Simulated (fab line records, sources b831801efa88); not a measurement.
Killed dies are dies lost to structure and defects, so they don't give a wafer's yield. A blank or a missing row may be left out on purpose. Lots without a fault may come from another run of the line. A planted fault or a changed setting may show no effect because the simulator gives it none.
Which tool did it? | flow sky130 | 12 lots, 36 wafers sampled, at 5 steps of a route of 708

WHAT THE GAUGES READ, wafer by wafer
SKY_SONOS_ONO_THK_MEAS_01. Usual: SONOS_ONO_OXIDATION_THK 2.61 nm, standard deviation 0.052.
lot  | measured     | on            | SONOS_ONO_OXIDATION_THK (nm)  | flag
L631 | day 11 20:32 | film_metro-04 | 2.64 2.60 2.58                |
L632 | day 12 05:07 | film_metro-01 | 2.54 2.55 2.57                |
L636 | day 13 02:57 | film_metro-03 | 2.59 2.58 2.69                |
L637 | day 13 22:35 | film_metro-04 | 2.21 2.21 2.21 2.17 2.21 2.17 | OFF
L638 | day 13 23:58 | film_metro-04 | 2.24 2.30 2.24 2.25 2.29 2.24 | OFF
L639 | day 13 23:58 | film_metro-03 | 2.28 2.27 2.19 2.22 2.25 2.21 | OFF
L643 | day 15 22:53 | film_metro-03 | 2.57 2.58 2.57                |
L647 | day 16 15:58 | film_metro-03 | 2.64 2.60 2.56                |
L649 | day 17 00:43 | film_metro-03 | 2.69 2.64 2.71                |
L651 | day 17 19:51 | film_metro-01 | 2.57 2.58 2.58                |
L652 | day 18 00:32 | film_metro-01 | 2.68 2.70 2.66                |
L653 | day 18 12:04 | film_metro-01 | 2.68 2.64 2.73                |

SKY_RES_PROTECT_TW_MEAS_08. Usual: POLY_GATE_TW 4065, standard deviation 18.
lot  | measured     | on            | POLY_GATE_TW   | flag
L631 | day 14 21:52 | film_metro-02 | 4058 4057 4053 |
L632 | day 15 08:44 | film_metro-03 | 4096 4082 4099 |
L636 | day 16 10:17 | film_metro-01 | 4077 4082 4050 |
L637 | day 17 15:16 | film_metro-01 | 4037 4054 4056 |
L638 | day 17 19:53 | film_metro-02 | 4033 4028 4016 |
L639 | day 17 20:02 | film_metro-03 | 4067 4076 4083 |
L643 | day 19 23:38 | film_metro-03 | 4064 4045 4066 |
L647 | day 20 22:29 | film_metro-01 | 4067 4086 4068 |
L649 | day 21 05:31 | film_metro-03 | 4078 4061 4059 |
L651 | day 22 03:52 | film_metro-03 | 4083 4086 4069 |
L652 | day 22 11:16 | film_metro-02 | 4078 4087 4081 |
L653 | day 22 20:47 | film_metro-01 | 4054 4067 4053 |

SKY_CONTACT_THK_MEAS_01. Usual: CONTACT_CVD_00_THK 74.8 nm, standard deviation 1.
lot  | measured     | on            | CONTACT_CVD_00_THK (nm) | flag
L631 | day 30 05:56 | film_metro-01 | 73.5 74.7 75.6          |
L632 | day 30 18:49 | film_metro-03 | 73.9 76.5 74.9          |
L636 | day 31 22:53 | film_metro-04 | 75.4 77.0 76.8          |
L637 | day 32 23:13 | film_metro-03 | 74.5 73.3 75.6          |
L638 | day 33 06:47 | film_metro-03 | 74.5 74.5 75.6          |
L639 | day 33 07:26 | film_metro-04 | 73.6 75.6 74.9          |
L643 | day 35 00:44 | film_metro-01 | 74.7 75.6 75.7          |
L647 | day 35 22:19 | film_metro-04 | 73.3 73.1 75.1          |
L649 | day 36 03:23 | film_metro-01 | 73.9 73.4 74.5          |
L651 | day 36 19:54 | film_metro-03 | 74.8 73.0 75.2          |
L652 | day 37 05:38 | film_metro-03 | 75.0 75.0 75.3          |
L653 | day 37 10:08 | film_metro-03 | 75.6 76.6 77.1          |

SKY_CONTACT_THK_MEAS_03. Usual: CONTACT_HDPCVD_THK 566 nm, standard deviation 6.9.
lot  | measured     | on            | CONTACT_HDPCVD_THK (nm) | flag
L631 | day 30 06:04 | film_metro-04 | 568 574 561             |
L632 | day 30 18:57 | film_metro-01 | 559 554 572             |
L636 | day 31 23:04 | film_metro-03 | 554 555 558             |
L637 | day 32 23:23 | film_metro-01 | 552 561 555             |
L638 | day 33 06:55 | film_metro-01 | 570 560 572             |
L639 | day 33 07:34 | film_metro-03 | 563 568 580             |
L643 | day 35 00:52 | film_metro-04 | 570 568 558             |
L647 | day 35 22:26 | film_metro-01 | 566 561 566             |
L649 | day 36 03:31 | film_metro-04 | 570 561 574             |
L651 | day 36 20:02 | film_metro-04 | 571 565 563             |
L652 | day 37 05:46 | film_metro-01 | 570 558 573             |
L653 | day 37 10:16 | film_metro-04 | 566 574 570             |

WHICH TOOL RAN EACH LOT (tool, then ch and the chambers of the sampled wafers, then the start)
lot  | SKY_SONOS_ONO_OXIDATION_00
L631 | furnace-02 ch 0, day 11 19:11
L632 | furnace-02 ch 0, day 12 03:44
L636 | furnace-01 ch 0, day 13 01:35
L637 | furnace-01 ch 0, day 13 21:14
L638 | furnace-01 ch 0, day 13 22:35
L639 | furnace-01 ch 0, day 13 22:35
L643 | furnace-02 ch 0, day 15 21:31
L647 | furnace-02 ch 0, day 16 14:37
L649 | furnace-02 ch 0, day 16 23:22
L651 | furnace-01 ch 0, day 17 18:30
L652 | furnace-02 ch 0, day 17 23:11
L653 | furnace-02 ch 0, day 18 10:43
- SKY_SONOS_ONO_OXIDATION_00: stabilise 600 s, purge 300 s, target thk 2.6 nm.

WHAT THE TOOLS THEMSELVES READ (means of the sampled wafers that have a number; where no wafer has one, the mark that the record gives instead)
SKY_SONOS_ONO_OXIDATION_00. Usual: ox_temp_c_max 804.7, standard deviation 0.81; spike_tc_top_C 810.6 C, standard deviation 1.1; spike_tc_upper_C 800.4 C, standard deviation 1.2; tube_center_temp_C 800 C, standard deviation 0.078; zone_power_centre_pct 15.2 %, standard deviation 0.77.
lot  | tool       | ox_temp_c_max | spike_tc_top_C (C) | spike_tc_upper_C (C) | tube_center_temp_C (C) | zone_power_centre_pct (%) | flag
L631 | furnace-02 | 804.8         | 810.8              | 799.9                | 800                    | 15.7                      |
L632 | furnace-02 | 804.2         | 809.9              | 799.6                | 800                    | 15.7                      |
L636 | furnace-01 | 804.6         | 809.9              | 800.3                | 800                    | 14.2                      |
L637 | furnace-01 | 804.9         | 811.0              | 800.7                | 800                    | 14.2                      |
L638 | furnace-01 | 804.7         | 809.4              | 799.6                | 800                    | 14.1                      |
L639 | furnace-01 | 804.0         | 809.9              | 801.6                | 800                    | 14.2                      |
L643 | furnace-02 | 805.3         | 812.0              | 801.2                | 800                    | 15.8                      |
L647 | furnace-02 | 804.4         | 810.8              | 800.9                | 800                    | 15.9                      |
L649 | furnace-02 | 805.0         | 810.9              | 800.2                | 800                    | 15.8                      |
L651 | furnace-01 | 803.8         | 811.0              | 800.2                | 800                    | 14.1                      |
L652 | furnace-02 | 804.8         | 811.2              | 800.5                | 800                    | 15.7                      |
L653 | furnace-02 | 805.0         | 810.8              | 799.5                | 800                    | 15.8                      |

THE ANSWER, worked out from the rows above alone
Rule: a lot is off if the mean of its wafers that have a number lies more than 3 standard deviations from the usual mean. A lot without any number at a reading at which 4 lots or more have one is off too. The other lots that the step has rows for count as sound. The gauges are gone through in route order, then the tools' own readings, and for those a lot's mean is taken as printed above. The first step at which some lot is off is used, and at that step the reading that is off furthest; a lot without a number counts as furthest.
Off: L637, L638, L639, at SKY_SONOS_ONO_THK_MEAS_01 (SONOS_ONO_OXIDATION_THK).
A tool fits if, at a process step before that reading, it ran every lot that is off, and no sound lot after the first of them. The gauges at SKY_SONOS_ONO_THK_MEAS_01 are tried like those tools. None of those tried fits.

WHAT THE SIMULATOR HAD PUT IN
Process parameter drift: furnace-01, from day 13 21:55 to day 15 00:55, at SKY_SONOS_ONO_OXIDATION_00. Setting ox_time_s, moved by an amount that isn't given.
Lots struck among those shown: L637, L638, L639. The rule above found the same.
